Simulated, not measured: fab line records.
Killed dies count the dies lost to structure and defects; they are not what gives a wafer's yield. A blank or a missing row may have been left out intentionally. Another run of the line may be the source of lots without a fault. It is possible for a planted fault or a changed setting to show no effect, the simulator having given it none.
fab line records | flow sky130
[record] lots = 6 wafers = 18 lastDay = 50
route steps=708 shown POLY_GATE@234 LDD_N@237 PAD_OPEN@708
lots untouched by any fault: they come from a run of this same line in which no faults occurred
startH: the number of hours between the record's first day and the start of the first shown wafer of the lot | waitH: hours since the lot's step before | " repeats the value in the row above | L1.1+2: a row that stands for several wafers | - no value, or no start was given | * or withheld: withheld | < > ~ a bound
route shown NAME@n: names a module that has steps shown in the file, with the first one's number in the route | usual: the fault-free wafers' mean and standard deviation | same: alike in all rows | chamber/n: place in a boat | sites: readings site by site | _std_site: standard deviation across them | _edge_site: outer sites' mean less inner sites' | radiusMm: for every site, how far away it sits from the centre of the wafer | mask NAME#n: copy n | behind: the most recent tool/chamber to have shaped the wafer | hold: reason for holding the lot/hours on hold/outcome of the hold | device: the transistor (n, p or np) that didn't switch | end of line: tests of these same wafers at the route's end | for a step that has no rows: nothing shown but its recipe | killed: at the first sort, the dies lost to defects and structure; wafer yield is something else | map: dies across one wafer; x = killed, . = not, _ = none there
set.NAME: the run value of the setting; set.NAME@STEP: its run value at that earlier step | model.NAME: the simulator's own value behind a step, which no gauge read
lots seen at some steps along the route; tables by step, rows by wafer
services: when a tool's chamber went out of use (startH, in hours from the record's first day, below 0 if earlier), for how many hours, and the reason
[[steps]]
[step SKY_POLY_GATE_OXIDATION_20]
[recipe] tempC = 850 ambient = O2 stabiliseS = 600 purgeS = 300 targetThkA = 40 oxTimeS = 899
[step SKY_POLY_GATE_THK_MEAS_21]
[recipe] reads = SiO2_of_POLY_GATE_OXIDATION_20
[usual] POLY_GATE_OXIDATION_THK = 4.01/0.08
// columns lot.wafer tool chamber startH waitH POLY_GATE_OXIDATION_THK[nm]
L235.1 filmMetro-02 - 374.94 0.0 3.89
L235.4 " - " " 3.93
L235.6 " - " " 3.95
L237.1 filmMetro-02 - 386.95 0.0 3.98
L237.2 " - " " 3.87
L237.5 " - " " 3.91
L245.1 filmMetro-04 - 458.97 0.0 4.00
L245.2 " - " " 3.94
L245.5 " - " " 3.94
L247.3 filmMetro-04 - 478.77 0.0 4.05
L247.4 " - " " 4.05
L247.5 " - " " 4.06
L255.4 filmMetro-02 - 545.04 0.0 3.86
L255.5 " - " " 3.97
L255.6 " - " " 3.92
L258.2 filmMetro-03 - 564.52 0.0 3.97
L258.4 " - " " 4.05
L258.5 " - " " 3.94
[step SKY_POLY_GATE_CD_MEAS_22]
[usual] cdNm = 150.2/2.8
// columns lot.wafer tool chamber startH waitH cdNm
L235.1 cdSem-01 - 375.00 0.1 148.9
L235.4 " - " " 154.2
L235.6 " - " " 152.0
L237.1 cdSem-01 - 387.01 0.1 155.2
L237.2 " - " " 150.0
L237.5 " - " " 148.8
L245.1 cdSem-01 - 459.03 0.1 153.1
L245.2 " - " " 151.7
L245.5 " - " " 151.6
L247.3 cdSem-01 - 478.87 0.1 156.0
L247.4 " - " " 153.4
L247.5 " - " " 156.3
L255.4 cdSem-01 - 545.15 0.1 148.9
L255.5 " - " " 147.8
L255.6 " - " " 154.2
L258.2 cdSem-02 - 564.59 0.1 148.2
L258.4 " - " " 148.3
L258.5 " - " " 152.5
[step SKY_LDD_N_DEHYDRATE_00]
[recipe] tempC = 200 timeS = 60
[step SKY_LDD_N_HMDS_01]
[recipe] primeTimeS = 60 primeTempC = 120
[step SKY_LDD_N_COAT_02]
[recipe] resist = NOVOLAK spinRpm = 3000 resistThkNm = 300
[step SKY_LDD_N_SOFTBAKE_03]
[recipe] tempC = 90 timeS = 60 resist = NOVOLAK
[step SKY_LDD_N_EXPOSE_04]
[recipe] maskId = NTM targetCdNm = 840 na = 0.6 sourceShape = conventional sigmaOuter = 0.6 doseMj = 110
[step SKY_LDD_N_PEB_05]
[recipe] tempC = withheld timeS = * resist = NOVOLAK
[step SKY_LDD_N_DEVELOP_06]
[recipe] developTimeS = 60 devTempC = 23
[step SKY_LDD_N_OVL_MEAS_07]
[usual] LDD_N_OVL = -0.6/1.4
// columns lot.wafer tool chamber startH waitH LDD_N_OVL[nm]
L235.1 overlay-01 - 403.17 0.1 -2.9
L235.4 " - " " -1.8
L235.6 " - " " -3.9
L237.1 overlay-01 - 416.01 0.1 -1.4
L237.2 " - " " 1.1
L237.5 " - " " 1.1
L245.1 overlay-02 - 489.97 0.1 -0.8
L245.2 " - " " 0.2
L245.5 " - " " -0.9
L247.3 overlay-01 - 508.78 0.1 -3.0
L247.4 " - " " -0.4
L247.5 " - " " -1.4
L255.4 overlay-02 - 574.43 0.1 -0.3
L255.5 " - " " -1.9
L255.6 " - " " 0.9
L258.2 overlay-02 - 593.87 0.1 -1.7
L258.4 " - " " -1.2
L258.5 " - " " -0.4
[step SKY_LDD_N_IMPLANT_08]
[recipe] species = As energyKev = 20 doseCm2 = 7.5e+13 tiltDeg = withheld rotationDeg = 23
[step SKY_LDD_N_IMPLANT_09]
[recipe] species = As energyKev = 20 doseCm2 = 7.5e+13 tiltDeg = withheld rotationDeg = 113
[usual] beamEnergyKeV = 19.998/0.0068
// columns lot.wafer tool chamber startH waitH beamEnergyKeV model.implant.rpNm model.implant.drpNm
L235.1 implanter-02 0 403.35 0.1 20.005 16.18 7.212
L235.4 " 0 " " 19.996 16.18 7.212
L235.6 " 0 " " 19.999 16.18 7.212
L237.1 implanter-01 0 416.20 0.1 20.005 16.1 7.212
L237.2 " 0 " " 20.011 16.1 7.212
L237.5 " 0 " " 19.997 16.1 7.212
L245.1 implanter-01 0 490.15 0.1 17.793 14.57 6.653
L245.2 " 0 " " 17.786 14.57 6.653
L245.5 " 0 " " 17.772 14.57 6.653
L247.3 implanter-01 0 509.00 0.1 17.784 14.64 6.653
L247.4 " 0 " " 17.778 14.64 6.653
L247.5 " 0 " " 17.779 14.64 6.653
L255.4 implanter-02 0 574.68 0.1 19.994 15.78 7.212
L255.5 " 0 " " 19.999 15.78 7.212
L255.6 " 0 " " 19.998 15.78 7.212
L258.2 implanter-03 0 594.07 0.1 19.992 16.03 7.212
L258.4 " 0 " " 19.997 16.03 7.212
L258.5 " 0 " " 19.999 16.03 7.212
[step SKY_LDD_N_IMPLANT_10]
[recipe] species = As energyKev = 20 doseCm2 = 7.5e+13 tiltDeg = withheld rotationDeg = 203
[step SKY_PAD_OPEN_PROBE_99]
[usual] killed_at_M0_to_M3 = 42/6.1 killed_at_M4_up = 3.4/2 killedAtContacts = 23/4.8 killedAtFrontEnd = 15/3.8 killedAtOther = 0.3/0.48 killedDies = 84/8.5 killedOpen = 46/6.8 killedShort = 38/6.2
[same] grossDies = 492 killedAtBackSide = 0
// columns lot.wafer tool chamber startH waitH killed_at_M0_to_M3 killed_at_M4_up killedAtContacts killedAtFrontEnd killedAtOther killedDies killedOpen killedShort model.etest.tipN.rsOhmSq
L235.1 prober-01 - 1079.44 0.1 44 4 21 15 0 84 42 42 438.8
L235.4 prober-01 - 1079.59 0.2 42 1 18 23 0 84 43 41 443.2
L235.6 prober-01 - 1079.69 0.2 45 6 28 14 1 94 43 51 442.7
L237.1 prober-01 - 1088.14 0.1 58 1 26 18 0 103 58 45 440
L237.2 prober-01 - 1088.19 0.1 41 7 22 22 1 93 59 33 442.4
L237.5 prober-01 - 1088.34 0.2 42 2 28 15 0 87 53 34 443.2
L245.1 prober-01 - 1140.59 0.1 42 8 19 15 0 84 42 42 442.3
L245.2 prober-01 - 1140.64 0.1 44 2 27 19 1 93 60 33 446
L245.5 prober-01 - 1140.79 0.2 31 2 23 13 0 69 41 28 445.2
L247.3 prober-01 - 1146.83 0.2 29 3 25 20 0 77 40 37 449.4
L247.4 prober-01 - 1146.88 0.2 39 1 24 9 0 73 48 25 448.3
L247.5 prober-01 - 1146.93 0.2 41 6 18 11 0 76 41 35 451.1
L255.4 prober-02 - 1188.64 0.2 48 3 18 14 0 83 40 43 444.7
L255.5 prober-02 - 1188.69 0.2 38 4 22 18 0 82 38 44 442.4
L255.6 prober-02 - 1188.74 0.2 53 1 22 16 2 94 51 43 447.2
L258.2 prober-01 - 1198.08 0.1 41 1 20 21 0 83 45 38 439.6
L258.4 prober-01 - 1198.18 0.2 45 2 25 15 1 88 43 44 438.1
L258.5 prober-01 - 1198.23 0.2 39 2 25 19 0 85 42 42 440.1
// killed by level:class
L235.1 VIA1:geometricParticle:open=10 METAL2:geometricParticle:short=6 VIA1:geometricParticle:short=6 CONTACT:geometricParticle:short=5 VIA2:geometricParticle:open=5 POLY_GATE:geometricParticle:open=4 LI_CONTACT:geometricParticle:open=4 LOCAL_INTERCONNECT:geometricParticle:short=4
L235.4 VIA1:geometricParticle:open=9 VIA1:geometricParticle:short=8 CONTACT:geometricParticle:short=7 POLY_GATE:geometricParticle:short=6 VIA2:geometricParticle:open=6 FIELD_ISO:geometricParticle:short=5 POLY_GATE:geometricParticle:open=5 CONTACT:geometricParticle:open=5
L235.6 LI_CONTACT:geometricParticle:open=8 METAL1:geometricParticle:short=8 VIA1:geometricParticle:open=8 CONTACT:geometricParticle:short=7 METAL2:geometricParticle:short=7 LOCAL_INTERCONNECT:geometricParticle:short=5 CONTACT:geometricParticle:open=5 POLY_GATE:geometricParticle:open=4
L237.1 VIA1:geometricParticle:open=17 CONTACT:geometricParticle:open=10 POLY_GATE:geometricParticle:short=6 LI_CONTACT:geometricParticle:open=6 METAL1:geometricParticle:short=6 METAL3:geometricParticle:short=6 VIA2:geometricParticle:open=5 FIELD_ISO:geometricParticle:open=4
L237.2 VIA1:geometricParticle:open=13 CONTACT:geometricParticle:open=10 POLY_GATE:geometricParticle:open=7 VIA2:geometricParticle:open=6 VIA2:geometricParticle:short=5 VIA3:geometricParticle:open=5 CONTACT:geometricParticle:short=4 LI_CONTACT:geometricParticle:open=4
L237.5 VIA1:geometricParticle:open=13 CONTACT:geometricParticle:open=9 LOCAL_INTERCONNECT:geometricParticle:short=7 VIA2:geometricParticle:open=7 VIA1:geometricParticle:short=6 CONTACT:geometricParticle:short=5 VIA3:geometricParticle:open=5 FIELD_ISO:geometricParticle:open=4
L245.1 LI_CONTACT:geometricParticle:open=9 VIA1:geometricParticle:open=6 METAL4:geometricParticle:short=6 CONTACT:geometricParticle:open=6 METAL1:geometricParticle:short=6 VIA2:geometricParticle:short=6 VIA2:geometricParticle:open=6 FIELD_ISO:geometricParticle:short=5
L245.2 CONTACT:geometricParticle:open=12 VIA3:geometricParticle:open=10 VIA2:geometricParticle:open=10 LI_CONTACT:geometricParticle:open=9 FIELD_ISO:geometricParticle:open=7 VIA1:geometricParticle:open=6 FIELD_ISO:geometricParticle:short=4 CONTACT:geometricParticle:short=4
L245.5 VIA1:geometricParticle:open=11 CONTACT:geometricParticle:open=10 LI_CONTACT:geometricParticle:open=5 VIA2:geometricParticle:open=5 POLY_GATE:geometricParticle:short=4 METAL2:geometricParticle:short=4 LOCAL_INTERCONNECT:geometricParticle:short=3 METAL1:geometricParticle:short=3
L247.3 CONTACT:geometricParticle:open=10 LOCAL_INTERCONNECT:geometricParticle:short=8 POLY_GATE:geometricParticle:short=6 VIA1:geometricParticle:open=6 VIA3:geometricParticle:open=6 POLY_GATE:geometricParticle:open=5 LI_CONTACT:geometricParticle:open=4 VIA2:geometricParticle:open=4
L247.4 VIA3:geometricParticle:open=10 CONTACT:geometricParticle:open=9 VIA2:geometricParticle:open=9 VIA1:geometricParticle:open=7 POLY_GATE:geometricParticle:open=5 LI_CONTACT:geometricParticle:open=5 CONTACT:geometricParticle:short=5 METAL1:geometricParticle:short=3
L247.5 VIA1:geometricParticle:open=12 CONTACT:geometricParticle:open=7 VIA2:geometricParticle:open=6 LI_CONTACT:geometricParticle:open=5 METAL4:geometricParticle:short=5 METAL1:geometricParticle:short=4 VIA1:geometricParticle:short=4 VIA2:geometricParticle:short=4
L255.4 METAL1:geometricParticle:short=10 CONTACT:geometricParticle:open=8 VIA2:geometricParticle:open=7 VIA3:geometricParticle:open=6 VIA1:geometricParticle:open=6 FIELD_ISO:geometricParticle:open=5 VIA1:geometricParticle:short=5 FIELD_ISO:geometricParticle:short=4
L255.5 VIA1:geometricParticle:open=10 FIELD_ISO:geometricParticle:short=7 VIA2:geometricParticle:open=7 LOCAL_INTERCONNECT:geometricParticle:short=7 CONTACT:geometricParticle:open=7 CONTACT:geometricParticle:short=5 POLY_GATE:geometricParticle:short=4 METAL2:geometricParticle:short=4
L255.6 METAL1:geometricParticle:short=11 CONTACT:geometricParticle:open=9 VIA2:geometricParticle:open=7 VIA1:geometricParticle:open=7 METAL2:geometricParticle:short=6 FIELD_ISO:geometricParticle:open=6 LI_CONTACT:geometricParticle:open=6 VIA3:geometricParticle:open=5
L258.2 VIA1:geometricParticle:open=9 FIELD_ISO:geometricParticle:short=8 METAL2:geometricParticle:short=7 VIA2:geometricParticle:open=7 FIELD_ISO:geometricParticle:open=6 CONTACT:geometricParticle:open=6 LI_CONTACT:geometricParticle:open=5 VIA3:geometricParticle:open=5
L258.4 VIA3:geometricParticle:open=9 CONTACT:geometricParticle:open=8 LOCAL_INTERCONNECT:geometricParticle:short=7 VIA1:geometricParticle:open=6 VIA2:geometricParticle:short=6 VIA2:geometricParticle:open=6 LI_CONTACT:geometricParticle:open=5 FIELD_ISO:geometricParticle:open=4
L258.5 CONTACT:geometricParticle:open=10 METAL1:geometricParticle:short=9 VIA3:geometricParticle:open=7 CONTACT:geometricParticle:short=6 VIA2:geometricParticle:open=6 VIA1:geometricParticle:open=6 LI_CONTACT:geometricParticle:open=5 FIELD_ISO:geometricParticle:short=4
[[services]]
// columns tool chamber startH hours kind
implanter-01 - 398.97 0.6 repair
implanter-03 - 413.98 3.0 pm
implanter-01 - 425.94 10.6 pm
implanter-01 - 441.80 3.7 pm
implanter-01 - 445.46 7.7 repair
implanter-02 - 559.39 3.2 pm
implanter-02 - 564.37 1.2 repair
implanter-01 - 565.73 3.1 pm
[[key]]
[firstSign] step = SKY_LDD_N_IMPLANT_09 reading = beamEnergyKeV direction = down sigmas = 99+ usual = * struck = *
effect none on later readings
[modelEffect] step = SKY_LDD_N_IMPLANT_09 value = implant.rpNm without = 15.9 struck = 14.6
[modelEffect] step = SKY_PAD_OPEN_PROBE_99 value = etest.tipN.rsOhmSq without = 440.7 struck = 447
metAt SKY_LDD_N_IMPLANT_09
struckWafers L245.1,L245.2,L245.5,L247.3,L247.4,L247.5
testerLeftOut L245,L247
onsetBetween 416.20 490.15
[fault] kind = processParameterDrift tool = implanter-01 chamber = - onsetH = 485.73 steps = SKY_LDD_N_IMPLANT_09 channel = energyKev offset = * shape = step endH = 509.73 actsIn = * stated = *
// testerLeftOut: of these lots the tester's yield and bins aren't shown, on N5 and GAA mostly nor the transistor test; their killed dies are dies lost to structure and defects alone, not to doping, threshold or leakage, so they don't give the yield
